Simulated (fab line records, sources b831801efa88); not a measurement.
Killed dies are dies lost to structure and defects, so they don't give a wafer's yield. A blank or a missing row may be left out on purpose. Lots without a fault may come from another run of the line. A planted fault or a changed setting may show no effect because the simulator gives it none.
A struck lot beside a sound one | flow sky130 | 14 steps out of a route of 708
Sound: wafers L672.2, L672.4, L672.5. Struck: wafers L688.1, L688.2, L688.4. The cause comes at the end.
At each step with rows: each side's tool, then ch and its chambers, then its first start. Under that, the readings that differ: sound wafers | struck wafers | difference of the means | sigmas: that difference in standard deviations of wafers without a fault.
alike: readings whose means differ by less than 2 such deviations, and words and numbers that are the same on both sides. not compared: withheld readings, readings that some wafer has no value for, bounds like >300 that may hide the same value, and numbers for which the record gives no deviation and whose values overlap.
The two part at a step that has a row with sigmas, a row that says differs or no value, or rows on one side only. Numbers that don't overlap but have no deviation are shown without sigmas and don't part them. A reading that every wafer of one side lacks parts them only if that side has two wafers or more.

SKY_CONTACT_OVL_MEAS_15:
  sound on overlay-01, day 31 17:34; struck on overlay-02, day 37 03:48
  alike: CONTACT_OVL
SKY_CONTACT_ETCH_16: etches BARC in N2/H2, stops on SiO2, time 45.9 s, target depth 60 nm.
  sound on rie_diel-01 ch 0,1,2, day 31 17:36; struck on rie_diel-03 ch 0,2,3, day 37 03:50
  alike: drypump_motor_current_A, h2_flow_sccm, oes_product_au, throttle_valve_pct
  not compared: rf_hours_counter_h
SKY_CONTACT_ETCH_17: etches SiO2 in C4F8/O2/Ar, stops on Si3N4, target depth 340 nm.
  sound on rie_diel-01 ch 0,1,2, day 31 17:39; struck on rie_diel-03 ch 0,2,3, day 37 03:53
  alike: oes_product_au
then, 1 step without rows for these wafers: SKY_CONTACT_ETCH_18 (etches Si3N4 in CHF3/O2, stops on TiN, time 39 s, target depth 75 nm).
SKY_CONTACT_STRIP_19: strips in O2/N2.
  sound on plasma_asher-01 ch 0, day 31 17:44; struck on plasma_asher-02 ch 0,1, day 37 03:58
  alike: drypump_motor_current_A, oes_product_au, strip_time_to_endpoint_s
  not compared: rf_hours_counter_h
then, 3 steps without rows for these wafers: SKY_CONTACT_STRIP_20 (strips in post etch residue remover, time 1200 s); SKY_CONTACT_CLEAN_21 (cleans in IPA, time 180 s); SKY_CONTACT_CLEAN_22 (cleans in O3/DIW).
SKY_CONTACT_SPUTTER_23: material TiN, target thk 20 nm, time 80 s.
  sound on pvd_sputter-01, day 31 18:20; struck on pvd_sputter-03, day 37 04:34
  alike: throttle_valve_pct
SKY_CONTACT_CVD_24: deposits W, target thk 340 nm, time 102.12 s.
  sound on cvd_w-01 ch 1, day 31 18:23; struck on cvd_w-02 ch 0,1, day 37 04:37
  reading            | sound       | struck      | difference | sigmas
  heater_power_w (W) | 847 836 844 | 915 973 954 | +105       | +3
SKY_CONTACT_RS_MEAS_25: measures by four-point-probe.
  sound on film_metro-04, day 31 18:31; struck on film_metro-02, day 37 04:44
  alike: CONTACT_W_RS
SKY_CONTACT_THK_MEAS_26: measures by xrf.
  sound on film_metro-04, day 31 18:38; struck on film_metro-02, day 37 04:51
  alike: CONTACT_W_THK
SKY_CONTACT_CMP_27: polishes, stops on SiO2, t overpolish 15 s, target thk 0 nm.
  sound on cmp-01 ch 0,2,3, day 31 18:45; struck on cmp-01 ch 1,2,3, day 37 04:55
  no value came back on the struck wafers for any of 6 readings (edge_zone_pressure_frac, head_pressure_psi (psi) and others); on the sound wafers edge_zone_pressure_frac reads 0.998 0.998 0.996
  reading                                     | sound           | struck            | difference | sigmas
  model.W_of_CONTACT_CVD_24.thk_nm (nm)       | 0 0 0           | 345.3 338.8 341.1 | +341.7     |
  model.SiO2_of_CONTACT_HDPCVD_02.thk_nm (nm) | 336.4 336.5 338 | 339.8 341.6 340.1 | +3.5       |
-- the record jumps here: 13 days lie between the struck wafers' starts before and after (it left off in module CONTACT and takes up again in module PAD_OPEN, whose first step shown is number 708 of the route) --
SKY_PAD_OPEN_PROBE_99:
  sound on prober-02, day 45 21:16; struck on prober-02, day 49 22:35
  reading            | sound     | struck      | difference | sigmas
  killed_at_contacts | 34 23 32  | 434 431 434 | +403       | +72
  killed_dies        | 105 95 92 | 492 492 492 | +395       | +42
  killed_on_rim      | 16 23 20  | 96 96 96    | +76        | +20
  alike: killed_at_M0_to_M3, killed_at_M4_up, killed_at_front_end, killed_at_other, killed_open, killed_short

WHERE THEY PART
First at SKY_CONTACT_CVD_24; last, within this record, at SKY_PAD_OPEN_PROBE_99.

WHY: what the simulator had put in
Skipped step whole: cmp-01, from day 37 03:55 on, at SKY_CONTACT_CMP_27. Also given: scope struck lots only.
